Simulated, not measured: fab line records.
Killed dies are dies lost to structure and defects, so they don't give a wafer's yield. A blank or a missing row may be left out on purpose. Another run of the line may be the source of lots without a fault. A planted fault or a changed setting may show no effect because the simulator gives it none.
fab line records -- flow sfq-line
[record] lots = 14, wafers = 42, last-day = 91
route steps=325 shown I4@165 R5@215 I6@266 M7@288 I7@296
lots untouched by any fault: they come from a run of this same line in which no faults occurred
start-h: hours from the record's first day to the start of the lot's first wafer shown -- wait-h: hours elapsed since this lot's preceding step -- " unchanged from the row above -- L1.1+2: a row that stands for several wafers -- - no value, or no start was given -- * or withheld: withheld -- < > ~ a bound
route shown NAME@n: a module of which the file shows steps, and the number in the route of the first -- usual: the fault-free wafers' mean and standard deviation -- same: alike in all rows -- chamber/n: place in a boat -- sites: readings site by site -- _std_site: the values' standard deviation -- _edge_site: outer sites' mean less inner sites' -- radius-mm: for every site, how far away it sits from the centre of the wafer -- mask NAME#n: copy n -- behind: tool/chamber where the wafer was last shaped -- hold: what put the lot on hold/how long, in hours/how the hold closed -- device: names the non-switching transistor (n, p or np) -- end of line: the tests these same wafers got at the end of their route -- step lacking rows: just its recipe -- killed: at the first sort, the dies lost to defects and structure; wafer yield is something else -- map: dies across one wafer; x = killed, . = not, _ = none there
set.NAME: setting as actually run; set.NAME@STEP: the setting as run at that earlier step -- model.NAME: the simulator's own value behind a step, which no gauge read
a sample of lots followed through the steps of the route, with each step as a table and each wafer as a row
services: from which hour (start-h, from the record's first day; less than 0 if before it) a tool's chamber was out of use, for how many hours, and why
[[steps]]
[step SFQ_I4_BOW_MEAS_927]
[recipe] mode = bow
[usual] I4_BOW = 4/9.3
lot.wafer,tool,chamber,start-h,wait-h,I4_BOW[um]
L853.3,film-metro-02,-,1056.25,1.0,3
L853.4,film-metro-02,-,1056.25,1.0,18
L853.6,film-metro-02,-,1056.25,1.0,10
L858.1,film-metro-01,-,1212.12,1.5,10
L858.3,film-metro-01,-,1212.12,1.5,9
L858.4,film-metro-01,-,1212.12,1.5,-1
L859.2,film-metro-02,-,1213.60,2.5,3
L859.4,film-metro-02,-,1213.60,2.5,14
L859.5,film-metro-02,-,1213.60,2.5,10
L860.4,film-metro-01,-,1224.75,2.6,8
L860.5,film-metro-01,-,1224.75,2.6,9
L860.6,film-metro-01,-,1224.75,2.6,0
L861.3,film-metro-02,-,1255.21,1.5,1
L861.4,film-metro-02,-,1255.21,1.5,11
L861.6,film-metro-02,-,1255.21,1.5,19
L863.1,film-metro-03,-,1281.81,1.0,9
L863.4,film-metro-03,-,1281.81,1.0,3
L863.5,film-metro-03,-,1281.81,1.0,7
L866.2,film-metro-02,-,1311.93,1.0,8
L866.3,film-metro-02,-,1311.93,1.0,15
L866.6,film-metro-02,-,1311.93,1.0,14
L867.1,film-metro-01,-,1327.51,1.5,-9
L867.3,film-metro-01,-,1327.51,1.5,-10
L867.4,film-metro-01,-,1327.51,1.5,-19
L869.1,film-metro-03,-,1333.68,1.0,10
L869.2,film-metro-03,-,1333.68,1.0,18
L869.6,film-metro-03,-,1333.68,1.0,17
L870.3,film-metro-03,-,1355.15,2.0,12
L870.4,film-metro-03,-,1355.15,2.0,13
L870.6,film-metro-03,-,1355.15,2.0,18
L871.2,film-metro-03,-,1364.13,2.0,14
L871.4,film-metro-03,-,1364.13,2.0,5
L871.5,film-metro-03,-,1364.13,2.0,0
L873.1,film-metro-01,-,1368.91,1.0,-8
L873.5,film-metro-01,-,1368.91,1.0,7
L873.6,film-metro-01,-,1368.91,1.0,12
L874.1,film-metro-02,-,1380.56,2.5,-3
L874.2,film-metro-02,-,1380.56,2.5,0
L874.6,film-metro-02,-,1380.56,2.5,3
L876.1,film-metro-03,-,1391.78,2.5,4
L876.3,film-metro-03,-,1391.78,2.5,0
L876.5,film-metro-03,-,1391.78,2.5,-1
[step SFQ_R5_RS_MEAS_933]
[recipe] thk-meas-gauge = four-point-probe, reads = Ti_of_TRILAYER_R5_DEP_SPUTTER_134+MoNx_of_TRILAYER_R5_DEP_SPUTTER_133+Ti_of_TRILAYER_R5_DEP_SPUTTER_132
[usual] R5_MONX_RS = 7.06/0.067
lot.wafer,tool,chamber,start-h,wait-h,R5_MONX_RS[ohm/sq]
L853.3,film-metro-03,-,1207.67,0.0,7.06
L853.4,film-metro-03,-,1207.67,0.0,7.06
L853.6,film-metro-03,-,1207.67,0.0,6.95
L858.1,film-metro-02,-,1241.45,0.0,7.05
L858.3,film-metro-02,-,1241.45,0.0,7.01
L858.4,film-metro-02,-,1241.45,0.0,7.02
L859.2,film-metro-04,-,1245.62,0.0,7.06
L859.4,film-metro-04,-,1245.62,0.0,7.03
L859.5,film-metro-04,-,1245.62,0.0,7.01
L860.4,film-metro-03,-,1254.66,0.1,7.03
L860.5,film-metro-03,-,1254.66,0.1,6.99
L860.6,film-metro-03,-,1254.66,0.1,7.01
L861.3,film-metro-04,-,1279.05,0.0,7.05
L861.4,film-metro-04,-,1279.05,0.0,7.09
L861.6,film-metro-04,-,1279.05,0.0,7.15
L863.1,film-metro-03,-,1303.98,0.0,7.04
L863.4,film-metro-03,-,1303.98,0.0,7.02
L863.5,film-metro-03,-,1303.98,0.0,7.04
L866.2,film-metro-03,-,1330.50,0.0,7.09
L866.3,film-metro-03,-,1330.50,0.0,7.07
L866.6,film-metro-03,-,1330.50,0.0,7.04
L867.1,film-metro-04,-,1349.20,0.0,7.09
L867.3,film-metro-04,-,1349.20,0.0,7.15
L867.4,film-metro-04,-,1349.20,0.0,7.03
L869.1,film-metro-04,-,1355.20,0.0,7.17
L869.2,film-metro-04,-,1355.20,0.0,7.18
L869.6,film-metro-04,-,1355.20,0.0,7.13
L870.3,film-metro-03,-,1381.36,0.0,7.07
L870.4,film-metro-03,-,1381.36,0.0,7.01
L870.6,film-metro-03,-,1381.36,0.0,7.01
L871.2,film-metro-02,-,1384.34,0.0,6.97
L871.4,film-metro-02,-,1384.34,0.0,7.03
L871.5,film-metro-02,-,1384.34,0.0,6.99
L873.1,film-metro-03,-,1446.57,0.0,7.09
L873.5,film-metro-03,-,1446.57,0.0,7.10
L873.6,film-metro-03,-,1446.57,0.0,7.06
L874.1,film-metro-04,-,1527.03,0.0,7.14
L874.2,film-metro-04,-,1527.03,0.0,7.15
L874.6,film-metro-04,-,1527.03,0.0,7.14
L876.1,film-metro-03,-,1546.76,0.0,7.09
L876.3,film-metro-03,-,1546.76,0.0,7.04
L876.5,film-metro-03,-,1546.76,0.0,7.05
[step SFQ_TRILAYER_I6_DEP_PECVD_165]
[recipe] material = SiO2, temp-c = 150, time-s = 111.11, pressure-torr = 2.4, rf-w = 183.3, precursor = SiH4/N2O, target-thk-nm = 500
[usual] chamber-pressure-Torr = 2.400/0.0055, heater-power-outer-w = 27/9.8, heater-power-w = 79/18, showerhead-vpp-V = 845/42, throttle-valve-pct = 24.1/1.2
lot.wafer,tool,chamber,start-h,wait-h,chamber-pressure-Torr,heater-power-outer-w,heater-power-w,showerhead-vpp-V,throttle-valve-pct
L853.3,pecvd-04,0,1688.45,0.0,2.404,11,47,773,24.1
L853.4,pecvd-04,0,1688.45,0.0,2.405,14,50,766,24.0
L853.6,pecvd-04,2,1688.45,0.0,2.393,40,97,896,22.4
L858.1,pecvd-02,2,1721.71,0.0,2.397,25,73,809,26.0
L858.3,pecvd-02,0,1721.71,0.0,2.406,18,75,905,26.0
L858.4,pecvd-02,0,1721.71,0.0,2.397,20,77,902,25.6
L859.2,pecvd-01,0,1727.71,0.0,2.401,31,96,804,22.3
L859.4,pecvd-01,0,1727.71,0.0,2.407,34,102,821,22.4
L859.5,pecvd-01,1,1727.71,0.0,2.395,34,83,854,23.7
L860.4,pecvd-01,1,1732.76,0.0,-,-,-,-,-
L860.5,pecvd-01,2,1732.76,0.0,-,-,-,-,-
L860.6,pecvd-01,0,1732.76,0.0,-,-,-,-,-
L861.3,pecvd-01,0,1756.64,0.0,-,-,-,-,-
L861.4,pecvd-01,1,1756.64,0.0,-,-,-,-,-
L861.6,pecvd-01,2,1756.64,0.0,-,-,-,-,-
L863.1,pecvd-01,2,1765.04,0.0,2.402,25,77,819,23.4
L863.4,pecvd-01,0,1765.04,0.0,2.395,42,112,829,22.5
L863.5,pecvd-01,2,1765.04,0.0,2.401,28,78,826,23.4
L866.2,pecvd-01,0,1791.37,0.0,2.399,38,111,818,22.7
L866.3,pecvd-01,1,1791.37,0.0,2.398,37,89,852,23.9
L866.6,pecvd-01,1,1791.37,0.0,2.394,36,90,844,24.1
L867.1,pecvd-01,1,1811.69,0.0,2.401,25,73,863,24.0
L867.3,pecvd-01,2,1811.69,0.0,2.400,24,77,827,23.4
L867.4,pecvd-01,2,1811.69,0.0,2.403,27,80,828,23.7
L869.1,pecvd-04,2,1817.55,0.0,2.405,37,92,897,22.7
L869.2,pecvd-04,1,1817.55,0.0,2.399,35,89,883,25.4
L869.6,pecvd-04,1,1817.55,0.0,2.402,36,91,877,25.5
L870.3,pecvd-04,2,1840.35,0.0,2.401,39,97,891,22.7
L870.4,pecvd-04,0,1840.35,0.0,2.398,10,45,763,24.2
L870.6,pecvd-04,0,1840.35,0.0,2.397,13,50,756,24.0
L871.2,pecvd-01,2,1847.51,0.0,2.395,26,76,834,23.8
L871.4,pecvd-01,2,1847.51,0.0,2.403,28,82,838,23.8
L871.5,pecvd-01,1,1847.51,0.0,2.404,35,88,851,24.2
L873.1,pecvd-01,1,1858.47,0.0,2.403,36,88,879,24.2
L873.5,pecvd-01,2,1858.47,0.0,2.403,29,85,823,23.6
L873.6,pecvd-01,1,1858.47,0.0,2.413,36,90,867,24.1
L874.1,pecvd-04,0,1859.67,0.0,2.402,14,50,764,24.1
L874.2,pecvd-04,1,1859.67,0.0,2.391,33,88,867,25.4
L874.6,pecvd-04,0,1859.67,0.0,2.397,15,51,760,23.9
L876.1,pecvd-01,2,1881.41,0.0,2.392,30,82,826,23.9
L876.3,pecvd-01,0,1881.41,0.0,2.386,42,112,823,22.5
L876.5,pecvd-01,1,1881.41,0.0,2.398,31,82,850,24.4
[step SFQ_TRILAYER_I6_METRO_MEASURE_167]
lot.wafer,tool,chamber,start-h,wait-h
L853.3+4+6,film-metro-01,-,1692.05,0.5
L858.1+3+4,film-metro-03,-,1724.91,0.1
L859.2+4+5,film-metro-04,-,1731.11,0.3
L860.4+5+6,film-metro-03,-,1736.52,0.6
L861.3+4+6,film-metro-04,-,1761.62,0.5
L863.1+4+5,film-metro-04,-,1768.24,0.1
L866.2+3+6,film-metro-01,-,1794.77,0.3
L867.1+3+4,film-metro-03,-,1814.95,0.1
L869.1+2+6,film-metro-04,-,1820.74,0.1
L870.3+4+6,film-metro-01,-,1843.95,0.5
L871.2+4+5,film-metro-01,-,1855.75,0.3
L873.1+5+6,film-metro-04,-,1864.55,0.1
L874.1+2+6,film-metro-01,-,1865.54,0.1
L876.1+3+5,film-metro-04,-,1884.61,0.1
[step SFQ_TRILAYER_I6_VIA_ETCH_VIA_ETCH_172]
[recipe] target = SiO2, stop-on = Nb, mask-material = PR, taper-deg = 20, chemistry = CHF3, target-depth-nm = 260, source-w = 500, bias-w = 80, pressure-mtorr = 30, time-s = withheld
[usual] drypump-motor-current-A = 5.6/0.43, oes-product-au = 0.855/0.0048
lot.wafer,tool,chamber,start-h,wait-h,drypump-motor-current-A,oes-product-au
L853.3,rie-diel-04,1,1798.59,0.0,6.0,0.855
L853.4,rie-diel-04,0,1798.59,0.0,5.0,0.862
L853.6,rie-diel-04,3,1798.59,0.0,5.7,0.858
L858.1,rie-diel-02,2,1830.99,0.0,6.1,0.855
L858.3,rie-diel-02,1,1830.99,0.0,6.0,0.849
L858.4,rie-diel-02,3,1830.99,0.0,5.4,0.850
L859.2,rie-diel-04,2,1836.99,0.0,5.0,0.849
L859.4,rie-diel-04,2,1836.99,0.0,5.0,0.853
L859.5,rie-diel-04,1,1836.99,0.0,6.0,0.855
L860.4,rie-diel-01,1,1842.99,0.0,5.8,0.377
L860.5,rie-diel-01,3,1842.99,0.0,5.8,0.373
L860.6,rie-diel-01,0,1842.99,0.0,5.4,0.374
L861.3,rie-diel-02,1,1868.47,0.0,6.0,0.376
L861.4,rie-diel-02,1,1868.47,0.0,6.0,0.372
L861.6,rie-diel-02,0,1868.47,0.0,5.1,0.380
L863.1,rie-diel-02,0,1875.67,0.0,5.1,0.862
L863.4,rie-diel-02,2,1875.67,0.0,6.1,0.863
L863.5,rie-diel-02,2,1875.67,0.0,6.1,0.852
L866.2,rie-diel-02,2,1899.67,0.0,6.1,0.845
L866.3,rie-diel-02,1,1899.67,0.0,6.0,0.853
L866.6,rie-diel-02,3,1899.67,0.0,5.4,0.858
L867.1,rie-diel-04,0,1919.00,0.0,5.0,0.853
L867.3,rie-diel-04,2,1919.00,0.0,5.0,0.850
L867.4,rie-diel-04,1,1919.00,0.0,6.0,0.858
L869.1,rie-diel-04,2,1921.40,0.0,5.0,0.859
L869.2,rie-diel-04,1,1921.40,0.0,6.0,0.846
L869.6,rie-diel-04,1,1921.40,0.0,6.0,0.852
L870.3,rie-diel-01,0,1941.80,0.0,5.4,0.860
L870.4,rie-diel-01,2,1941.80,0.0,6.2,0.856
L870.6,rie-diel-01,0,1941.80,0.0,5.4,0.865
L871.2,rie-diel-04,2,1955.80,0.0,5.0,0.861
L871.4,rie-diel-04,0,1955.80,0.0,5.0,0.855
L871.5,rie-diel-04,1,1955.80,0.0,6.0,0.852
L873.1,rie-diel-04,2,1966.60,0.0,5.0,0.853
L873.5,rie-diel-04,2,1966.60,0.0,5.0,0.851
L873.6,rie-diel-04,1,1966.60,0.0,6.0,0.857
L874.1,rie-diel-01,1,1969.00,0.0,5.8,0.851
L874.2,rie-diel-01,2,1969.00,0.0,6.2,0.859
L874.6,rie-diel-01,1,1969.00,0.0,5.8,0.852
L876.1,rie-diel-04,0,1993.00,0.0,5.0,0.860
L876.3,rie-diel-04,2,1993.00,0.0,5.0,0.855
L876.5,rie-diel-04,0,1993.00,0.0,5.0,0.863
[step SFQ_TRILAYER_M7_LITHO_EXPOSE_178]
[recipe] mask-id = M7, na = 0.6, source-shape = conventional, sigma-outer = 0.65, target-cd-nm = 500, dose-mj = 14.4
[usual] exposure-dose-mJ-cm2 = 14.404/0.014, focus-offset-nm = 0.1/0.51, sigma-outer = 0.65/0
lot.wafer,tool,chamber,start-h,wait-h,mask,exposure-dose-mJ-cm2,focus-offset-nm,sigma-outer
L853.3,krf-scanner-02,0,1899.70,-,M7#0,14.427,1.0,0.65
L853.4,krf-scanner-02,0,1899.70,-,M7#0,14.393,0.6,0.65
L853.6,krf-scanner-02,0,1899.70,-,M7#0,14.395,0.6,0.65
L858.1,krf-scanner-01,0,1927.02,-,M7#0,14.393,0.3,0.65
L858.3,krf-scanner-01,0,1927.02,-,M7#0,14.395,0.4,0.65
L858.4,krf-scanner-01,0,1927.02,-,M7#0,14.407,0.5,0.65
L859.2,krf-scanner-01,0,1932.02,-,M7#0,14.390,0.3,0.65
L859.4,krf-scanner-01,0,1932.02,-,M7#0,14.408,0.5,0.65
L859.5,krf-scanner-01,0,1932.02,-,M7#0,14.401,0.3,0.65
L860.4,krf-scanner-01,-,1939.62,-,M7#0,-,-,-
L860.5,krf-scanner-01,-,1939.62,-,M7#0,-,-,-
L860.6,krf-scanner-01,-,1939.62,-,M7#0,-,-,-
L861.3,krf-scanner-01,-,1972.63,-,M7#0,-,-,-
L861.4,krf-scanner-01,-,1972.63,-,M7#0,-,-,-
L861.6,krf-scanner-01,-,1972.63,-,M7#0,-,-,-
L863.1,krf-scanner-01,0,1981.83,-,M7#0,14.385,-0.5,0.65
L863.4,krf-scanner-01,0,1981.83,-,M7#0,14.385,0.5,0.65
L863.5,krf-scanner-01,0,1981.83,-,M7#0,14.395,0.5,0.65
L866.2,krf-scanner-01,0,2004.83,-,M7#0,14.424,0.1,0.65
L866.3,krf-scanner-01,0,2004.83,-,M7#0,14.409,-0.2,0.65
L866.6,krf-scanner-01,0,2004.83,-,M7#0,14.403,-0.6,0.65
L867.1,krf-scanner-02,0,2022.42,-,M7#0,14.405,0.7,0.65
L867.3,krf-scanner-02,0,2022.42,-,M7#0,14.423,1.0,0.65
L867.4,krf-scanner-02,0,2022.42,-,M7#0,14.435,0.4,0.65
L869.1,krf-scanner-02,0,2026.02,-,M7#0,14.405,-0.4,0.65
L869.2,krf-scanner-02,0,2026.02,-,M7#0,14.407,-0.5,0.65
L869.6,krf-scanner-02,0,2026.02,-,M7#0,14.381,0.3,0.65
L870.3,krf-scanner-02,0,2046.82,-,M7#0,14.397,0.0,0.65
L870.4,krf-scanner-02,0,2046.82,-,M7#0,14.383,0.2,0.65
L870.6,krf-scanner-02,0,2046.82,-,M7#0,14.393,-0.6,0.65
L871.2,krf-scanner-02,0,2059.62,-,M7#0,14.401,-0.5,0.65
L871.4,krf-scanner-02,0,2059.62,-,M7#0,14.416,0.2,0.65
L871.5,krf-scanner-02,0,2059.62,-,M7#0,14.396,-0.5,0.65
L873.1,krf-scanner-02,0,2066.62,-,M7#0,14.403,0.2,0.65
L873.5,krf-scanner-02,0,2066.62,-,M7#0,14.372,0.2,0.65
L873.6,krf-scanner-02,0,2066.62,-,M7#0,14.410,0.1,0.65
L874.1,krf-scanner-02,0,2069.02,-,M7#0,14.415,0.0,0.65
L874.2,krf-scanner-02,0,2069.02,-,M7#0,14.434,-0.7,0.65
L874.6,krf-scanner-02,0,2069.02,-,M7#0,14.427,-0.3,0.65
L876.1,krf-scanner-01,0,2087.08,-,M7#0,14.386,-0.1,0.65
L876.3,krf-scanner-01,0,2087.08,-,M7#0,14.408,-0.2,0.65
L876.5,krf-scanner-01,0,2087.08,-,M7#0,14.402,0.4,0.65
[step SFQ_TRILAYER_I7_DEP_PECVD_183]
[recipe] material = SiO2, temp-c = 150, time-s = 111.11, pressure-torr = 2.4, rf-w = 183.3, precursor = SiH4/N2O, target-thk-nm = 500
[usual] chamber-pressure-Torr = 2.401/0.0053, heater-power-outer-w = 25/8.6, heater-power-w = 75/14, showerhead-vpp-V = 833/58, throttle-valve-pct = 25.4/2.2
lot.wafer,tool,chamber,start-h,wait-h,chamber-pressure-Torr,heater-power-outer-w,heater-power-w,showerhead-vpp-V,throttle-valve-pct
L853.3,pecvd-03,0,1901.79,0.0,2.402,23,79,790,24.0
L853.4,pecvd-03,0,1901.79,0.0,2.398,12,67,773,23.9
L853.6,pecvd-03,1,1901.79,0.0,2.394,32,78,851,29.8
L858.1,pecvd-04,0,1929.52,0.0,2.392,13,49,783,24.2
L858.3,pecvd-04,2,1929.52,0.0,2.409,33,88,913,22.9
L858.4,pecvd-04,1,1929.52,0.0,2.396,23,74,867,25.6
L859.2,pecvd-03,0,1934.32,0.0,2.405,17,74,773,23.8
L859.4,pecvd-03,2,1934.32,0.0,2.402,32,82,736,27.8
L859.5,pecvd-03,1,1934.32,0.0,2.399,23,65,858,29.7
L860.4,pecvd-04,0,1941.56,0.0,2.412,16,52,769,24.4
L860.5,pecvd-04,2,1941.56,0.0,2.407,39,95,893,23.1
L860.6,pecvd-04,1,1941.56,0.0,2.404,29,83,857,25.9
L861.3,pecvd-03,0,1974.72,0.0,2.399,22,80,773,24.0
L861.4,pecvd-03,1,1974.72,0.0,2.393,23,69,866,29.9
L861.6,pecvd-03,2,1974.72,0.0,2.403,31,78,722,27.8
L863.1,pecvd-03,1,1984.32,0.0,2.403,24,68,857,29.8
L863.4,pecvd-03,1,1984.32,0.0,2.409,27,73,853,29.8
L863.5,pecvd-03,0,1984.32,0.0,2.393,23,81,780,24.1
L866.2,pecvd-04,1,2007.12,0.0,2.411,32,85,865,26.0
L866.3,pecvd-04,0,2007.12,0.0,2.403,11,47,779,24.2
L866.6,pecvd-04,1,2007.12,0.0,2.415,34,87,888,26.0
L867.1,pecvd-03,1,2024.92,0.0,2.404,25,69,868,29.9
L867.3,pecvd-03,0,2024.92,0.0,2.406,23,83,794,23.8
L867.4,pecvd-03,1,2024.92,0.0,2.395,27,74,861,29.6
L869.1,pecvd-02,2,2028.54,0.0,2.396,29,81,822,25.7
L869.2,pecvd-02,1,2028.54,0.0,2.398,11,56,900,25.3
L869.6,pecvd-02,1,2028.54,0.0,2.390,13,56,889,25.4
L870.3,pecvd-04,2,2048.94,0.0,2.401,35,89,890,23.4
L870.4,pecvd-04,1,2048.94,0.0,2.410,28,80,875,26.0
L870.6,pecvd-04,0,2048.94,0.0,2.396,17,54,761,24.7
L871.2,pecvd-04,1,2061.92,0.0,2.404,27,78,859,26.0
L871.4,pecvd-04,0,2061.92,0.0,2.407,20,57,762,24.4
L871.5,pecvd-04,1,2061.92,0.0,2.406,29,80,864,26.1
L873.1,pecvd-04,0,2069.12,0.0,2.403,18,56,756,24.5
L873.5,pecvd-04,1,2069.12,0.0,2.399,30,83,864,26.3
L873.6,pecvd-04,2,2069.12,0.0,2.403,37,93,889,23.5
L874.1,pecvd-02,1,2071.54,0.0,2.393,18,63,890,21.8
L874.2,pecvd-02,0,2071.54,0.0,2.399,8,57,907,22.9
L874.6,pecvd-02,1,2071.54,0.0,2.398,20,69,896,22.0
L876.1,pecvd-02,2,2089.58,0.0,2.405,34,86,816,23.2
L876.3,pecvd-02,0,2089.58,0.0,2.403,13,65,909,22.8
L876.5,pecvd-02,1,2089.58,0.0,2.393,20,69,891,21.6
[[services]]
tool,chamber,start-h,hours,kind
pecvd-01,1,1667.70,5.8,repair
pecvd-04,-,1672.47,0.5,repair
krf-scanner-02,-,1680.25,2.0,repair
pecvd-01,-,1685.17,14.6,pm
krf-scanner-01,-,1686.37,1.3,pm
krf-scanner-02,-,1689.42,1.0,pm
pecvd-01,-,1699.77,14.0,pm
krf-scanner-01,-,1700.06,1.0,pm
rie-diel-04,2,1716.60,2.8,repair
krf-scanner-02,-,1739.62,1.3,pm
rie-diel-04,2,1752.74,6.6,repair
krf-scanner-02,-,1753.29,4.0,repair
pecvd-01,0,1771.56,14.3,repair
krf-scanner-01,-,1775.74,0.8,pm
krf-scanner-02,-,1777.07,0.8,pm
pecvd-04,-,1783.47,2.8,pm
krf-scanner-01,-,1784.24,0.9,repair
krf-scanner-01,-,1793.58,4.0,pm
pecvd-01,-,1808.52,2.8,pm
pecvd-04,1,1829.01,22.4,repair
pecvd-01,-,1921.13,0.6,repair
pecvd-04,-,1932.91,0.7,repair
pecvd-04,-,1948.03,0.8,repair
pecvd-04,-,2018.11,12.7,repair
[[key]]
[first-sign] step = SFQ_TRILAYER_I6_DEP_PECVD_165, reading = tool-record, direction = missing
[effect] step = SFQ_TRILAYER_I6_VIA_ETCH_VIA_ETCH_172, reading = oes-product-au, direction = down, sigmas = 99+, usual = 0.855, struck = 0.375
[effect] step = SFQ_TRILAYER_M7_LITHO_EXPOSE_178, reading = tool-record, direction = missing
met-at SFQ_TRILAYER_I6_DEP_PECVD_165
struck-lots L860,L861
not-acting-at SFQ_I4_BOW_MEAS_927,SFQ_R5_RS_MEAS_933,SFQ_TRILAYER_I7_DEP_PECVD_183
onset-between 1727.71 1732.76
[fault] kind = skipped-step-whole, tool = pecvd-01, chamber = -, onset-h = 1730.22, steps = SFQ_TRILAYER_I6_DEP_PECVD_165, scope = struck-lots-only
